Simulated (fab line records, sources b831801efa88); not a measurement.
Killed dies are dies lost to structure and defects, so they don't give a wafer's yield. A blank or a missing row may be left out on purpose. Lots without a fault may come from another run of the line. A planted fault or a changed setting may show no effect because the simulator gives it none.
One fault seen from 2 desks | flow sky130 | each desk has only its own numbers; what lay behind them comes last

THE TOOL OWNER'S DESK: litho_track-01
The tool's own readings at SKY_POLY_GATE_COAT_08 (resist thk 450 nm): means of the sampled wafers that have a number, for each lot that ran on this tool. A lot is out of limits, marked OUT, if its mean lies more than 4 standard deviations from the usual mean; the brackets give that distance.
Columns: A = chill_plate_temp_C at SKY_POLY_GATE_COAT_08, usual 22.98 C; B = spin_speed_rpm at SKY_POLY_GATE_COAT_08, usual 2999.6 rpm
lot  | first seen here | A     | B
L834 | day 17 13:00    | 23.10 | 3000.4
L838 | day 19 09:00    | 22.93 | 3002.0
L840 | day 19 20:00    | 23.03 | 2998.8
L842 | day 21 00:00    | 23.14 | 3326.7 (+99 or more) OUT
L845 | day 21 19:00    | 22.97 | 3328.7 (+99 or more) OUT
This desk's finding: out of limits on L842, L845; first on L842, day 21 00:00 (spin_speed_rpm at SKY_POLY_GATE_COAT_08). In limits: L834, L838, L840.

THE METROLOGY DESK
What the gauges read, lot by lot, whatever tool the lot ran on: means of the sampled wafers that have a number. A lot is out of limits, marked OUT, if its mean lies more than 4 standard deviations from the usual mean; the brackets give that distance.
Columns: A = LDD_N_OVL at SKY_LDD_N_OVL_MEAS_07, usual 0.2 nm
lot  | first seen here | A
L833 | day 19 11:07    | 0.5
L834 | day 19 16:40    | 0.4
L837 | day 20 20:17    | -0.4
L838 | day 21 10:04    | 0.2
L840 | day 21 21:05    | 1.5
L842 | day 23 00:49    | 1.6
L845 | day 23 18:37    | 2.5
L848 | day 24 16:15    | -0.3
L850 | day 25 06:37    | 0.8
L851 | day 25 18:49    | -0.1
L852 | day 25 21:49    | -1.2
This desk's finding: nothing out of limits on any of the 11 lots.

PUT TOGETHER
The tool owner's desk could have raised an alarm at day 21 00:00, on L842, L845.
The metrology desk saw nothing out of limits.
The metrology desk has L842, L845 on record, within its limits.
Of the lots named, all ran SKY_POLY_GATE_COAT_08 on litho_track-01.

WHAT THE SIMULATOR HAD PUT IN
Process parameter drift: litho_track-01, from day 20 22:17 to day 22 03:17, at SKY_POLY_GATE_COAT_08. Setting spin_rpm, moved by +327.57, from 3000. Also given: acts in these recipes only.
Lots struck among those shown: L842, L845.
Hours from the fault's start to each desk's first reading out of limits: the tool owner's desk, 2.
